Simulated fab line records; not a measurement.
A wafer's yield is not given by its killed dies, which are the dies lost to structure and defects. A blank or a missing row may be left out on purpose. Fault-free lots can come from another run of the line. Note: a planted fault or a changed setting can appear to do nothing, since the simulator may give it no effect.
Which tool did it? / flow sfq_line / Sampling: 14 lots, 42 wafers, 3 of 325 route steps

== WHAT EACH GAUGE READ, for each wafer ==
SFQ_L0_RS_MEAS_901: measurement is done with a four-point probe. Usual: for L0_MONX_KI_RS the level is 43.5 ohm/sq and the standard deviation is 0.38.
lot=L729; measured=day 1 12:37; on=film_metro-04; L0_MONX_KI_RS (ohm/sq)=43.8 43.3 43.8; flag=
lot=L730; measured=day 1 17:34; on=film_metro-04; L0_MONX_KI_RS (ohm/sq)=44.6 43.8 43.9; flag=
lot=L731; measured=day 1 22:34; on=film_metro-02; L0_MONX_KI_RS (ohm/sq)=43.6 43.2 44.0; flag=
lot=L732; measured=day 2 03:34; on=film_metro-02; L0_MONX_KI_RS (ohm/sq)=43.2 43.4 43.4; flag=
lot=L733; measured=day 2 08:34; on=film_metro-03; L0_MONX_KI_RS (ohm/sq)=42.9 43.3 44.5; flag=
lot=L734; measured=day 2 13:35; on=film_metro-02; L0_MONX_KI_RS (ohm/sq)=42.6 42.9 43.4; flag=
lot=L735; measured=day 2 18:34; on=film_metro-02; L0_MONX_KI_RS (ohm/sq)=43.9 43.4 43.4; flag=
lot=L736; measured=day 2 23:34; on=film_metro-03; L0_MONX_KI_RS (ohm/sq)=43.2 43.1 43.5; flag=
lot=L737; measured=day 3 04:35; on=film_metro-04; L0_MONX_KI_RS (ohm/sq)=43.4 43.6 43.9; flag=
lot=L739; measured=day 3 14:35; on=film_metro-02; L0_MONX_KI_RS (ohm/sq)=40.3 39.8 40.2 40.2 39.8 40.1; flag=OFF
lot=L742; measured=day 4 05:36; on=film_metro-02; L0_MONX_KI_RS (ohm/sq)=40.5 40.4 40.3 40.5 40.4 40.3; flag=OFF
lot=L748; measured=day 5 11:34; on=film_metro-04; L0_MONX_KI_RS (ohm/sq)=42.9 43.2 43.2; flag=
lot=L751; measured=day 6 02:34; on=film_metro-04; L0_MONX_KI_RS (ohm/sq)=43.9 44.1 44.7; flag=
lot=L752; measured=day 6 07:34; on=film_metro-03; L0_MONX_KI_RS (ohm/sq)=43.8 43.5 43.7; flag=

SFQ_L0_THK_MEAS_902: measures by xrf. Usual: for L0_MONX_KI_THK the level is 40.3 nm and the standard deviation is 0.36.
lot=L729; measured=day 1 12:43; on=film_metro-04; L0_MONX_KI_THK (nm)=40.3 40.9 39.9; flag=
lot=L730; measured=day 1 17:41; on=film_metro-04; L0_MONX_KI_THK (nm)=39.2 40.1 39.7; flag=
lot=L731; measured=day 1 22:41; on=film_metro-02; L0_MONX_KI_THK (nm)=39.9 40.5 40.0; flag=
lot=L732; measured=day 2 03:41; on=film_metro-02; L0_MONX_KI_THK (nm)=40.3 40.0 40.4; flag=
lot=L733; measured=day 2 08:41; on=film_metro-03; L0_MONX_KI_THK (nm)=41.0 40.6 39.3; flag=
lot=L734; measured=day 2 13:41; on=film_metro-02; L0_MONX_KI_THK (nm)=41.1 40.7 40.6; flag=
lot=L735; measured=day 2 18:41; on=film_metro-02; L0_MONX_KI_THK (nm)=40.0 40.4 40.4; flag=
lot=L736; measured=day 2 23:41; on=film_metro-03; L0_MONX_KI_THK (nm)=40.5 40.7 40.1; flag=
lot=L737; measured=day 3 04:41; on=film_metro-04; L0_MONX_KI_THK (nm)=40.4 40.2 40.0; flag=
lot=L739; measured=day 3 17:10; on=film_metro-02; L0_MONX_KI_THK (nm)=43.6 44.0 43.5 43.5 43.7 43.5; flag=OFF
lot=L742; measured=day 4 10:13; on=film_metro-02; L0_MONX_KI_THK (nm)=43.4 43.4 43.2 43.3 43.6 43.4; flag=OFF
lot=L748; measured=day 5 11:41; on=film_metro-04; L0_MONX_KI_THK (nm)=40.9 40.6 40.9; flag=
lot=L751; measured=day 6 02:41; on=film_metro-04; L0_MONX_KI_THK (nm)=40.2 39.9 39.4; flag=
lot=L752; measured=day 6 07:41; on=film_metro-03; L0_MONX_KI_THK (nm)=40.0 40.4 40.1; flag=

== EACH LOT AND THE TOOL THAT RAN IT (in order: tool; ch and the chambers of the sampled wafers; start) ==
lot=L729; SFQ_TRILAYER_L0_DEP_SPUTTER_003=pvd_sputter-06, day 1 12:29
lot=L730; SFQ_TRILAYER_L0_DEP_SPUTTER_003=pvd_sputter-06, day 1 17:29
lot=L731; SFQ_TRILAYER_L0_DEP_SPUTTER_003=pvd_sputter-05, day 1 22:29
lot=L732; SFQ_TRILAYER_L0_DEP_SPUTTER_003=pvd_sputter-04, day 2 03:29
lot=L733; SFQ_TRILAYER_L0_DEP_SPUTTER_003=pvd_sputter-06, day 2 08:29
lot=L734; SFQ_TRILAYER_L0_DEP_SPUTTER_003=pvd_sputter-06, day 2 13:29
lot=L735; SFQ_TRILAYER_L0_DEP_SPUTTER_003=pvd_sputter-04, day 2 18:29
lot=L736; SFQ_TRILAYER_L0_DEP_SPUTTER_003=pvd_sputter-05, day 2 23:29
lot=L737; SFQ_TRILAYER_L0_DEP_SPUTTER_003=pvd_sputter-06, day 3 04:29
lot=L739; SFQ_TRILAYER_L0_DEP_SPUTTER_003=pvd_sputter-06, day 3 14:29
lot=L742; SFQ_TRILAYER_L0_DEP_SPUTTER_003=pvd_sputter-06, day 4 05:29
lot=L748; SFQ_TRILAYER_L0_DEP_SPUTTER_003=pvd_sputter-05, day 5 11:29
lot=L751; SFQ_TRILAYER_L0_DEP_SPUTTER_003=pvd_sputter-04, day 6 02:29
lot=L752; SFQ_TRILAYER_L0_DEP_SPUTTER_003=pvd_sputter-05, day 6 07:29
- SFQ_TRILAYER_L0_DEP_SPUTTER_003: material MoNx KI, target thk 40 nm, time 100 s.

== AS READ BY THE TOOLS THEMSELVES (means over the sampled wafers that have a number; for cases with no such wafer, the mark the record gives instead) ==
SFQ_TRILAYER_L0_DEP_SPUTTER_003. Usual: cathode_dc_power_W 800.00 W, standard deviation 0.14; throttle_valve_pct 30.3 %, standard deviation 1.2.
lot=L729; tool=pvd_sputter-06; cathode_dc_power_W (W)=800.13; throttle_valve_pct (%)=30.9; flag=
lot=L730; tool=pvd_sputter-06; cathode_dc_power_W (W)=799.97; throttle_valve_pct (%)=30.3; flag=
lot=L731; tool=pvd_sputter-05; cathode_dc_power_W (W)=800.00; throttle_valve_pct (%)=30.2; flag=
lot=L732; tool=pvd_sputter-04; cathode_dc_power_W (W)=800.04; throttle_valve_pct (%)=28.9; flag=
lot=L733; tool=pvd_sputter-06; cathode_dc_power_W (W)=799.97; throttle_valve_pct (%)=30.4; flag=
lot=L734; tool=pvd_sputter-06; cathode_dc_power_W (W)=800.00; throttle_valve_pct (%)=30.6; flag=
lot=L735; tool=pvd_sputter-04; cathode_dc_power_W (W)=800.10; throttle_valve_pct (%)=29.1; flag=
lot=L736; tool=pvd_sputter-05; cathode_dc_power_W (W)=800.02; throttle_valve_pct (%)=30.2; flag=
lot=L737; tool=pvd_sputter-06; cathode_dc_power_W (W)=799.88; throttle_valve_pct (%)=30.7; flag=
lot=L739; tool=pvd_sputter-06; cathode_dc_power_W (W)=858.12; throttle_valve_pct (%)=30.2; flag=OFF
lot=L742; tool=pvd_sputter-06; cathode_dc_power_W (W)=858.23; throttle_valve_pct (%)=30.1; flag=OFF
lot=L748; tool=pvd_sputter-05; cathode_dc_power_W (W)=799.96; throttle_valve_pct (%)=30.2; flag=
lot=L751; tool=pvd_sputter-04; cathode_dc_power_W (W)=799.96; throttle_valve_pct (%)=28.1; flag=
lot=L752; tool=pvd_sputter-05; cathode_dc_power_W (W)=799.92; throttle_valve_pct (%)=30.3; flag=

== THE ANSWER, worked out from the rows above alone ==
Rule: a lot is off if the mean of its wafers that have a number lies more than 3 standard deviations from the usual mean. A lot without any number at a reading at which 4 lots or more have one is off too. Any other lot the step has rows for is counted as sound. First the gauges in route order, then the tools' own readings, where a lot's mean is used as printed above. The first step at which some lot is off is used, and at that step the reading that is off furthest; a lot without a number counts as furthest.
Off: at SFQ_L0_RS_MEAS_901 (L0_MONX_KI_RS), L739, L742.
A tool fits if, at a process step before that reading, it ran every lot that is off, and no sound lot after the first of them. Not tried: the gauges at SFQ_L0_RS_MEAS_901; whatever is off there is also off at SFQ_TRILAYER_L0_DEP_SPUTTER_003, on other tools, and gauge error can't account for it. One fits: pvd_sputter-06 at SFQ_TRILAYER_L0_DEP_SPUTTER_003. Its last sound lot is L737 (day 3 04:29), its first lot that is off L739 (day 3 14:29): a fault that began between those two fits.
The tool's own readings at SFQ_TRILAYER_L0_DEP_SPUTTER_003 bear it out: on the lots that are off they differ by more than 5 times the standard deviation of the sound lots' means. cathode_dc_power_W reads 858.17 W there against 800.00 W on the sound lots.

== WHAT THE SIMULATOR HAD INSERTED ==
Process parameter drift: pvd_sputter-06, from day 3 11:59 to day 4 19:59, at SFQ_TRILAYER_L0_DEP_SPUTTER_003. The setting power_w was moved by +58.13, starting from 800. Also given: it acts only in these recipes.
Shown lots that were struck: L739, L742. Same finding as the rule above.
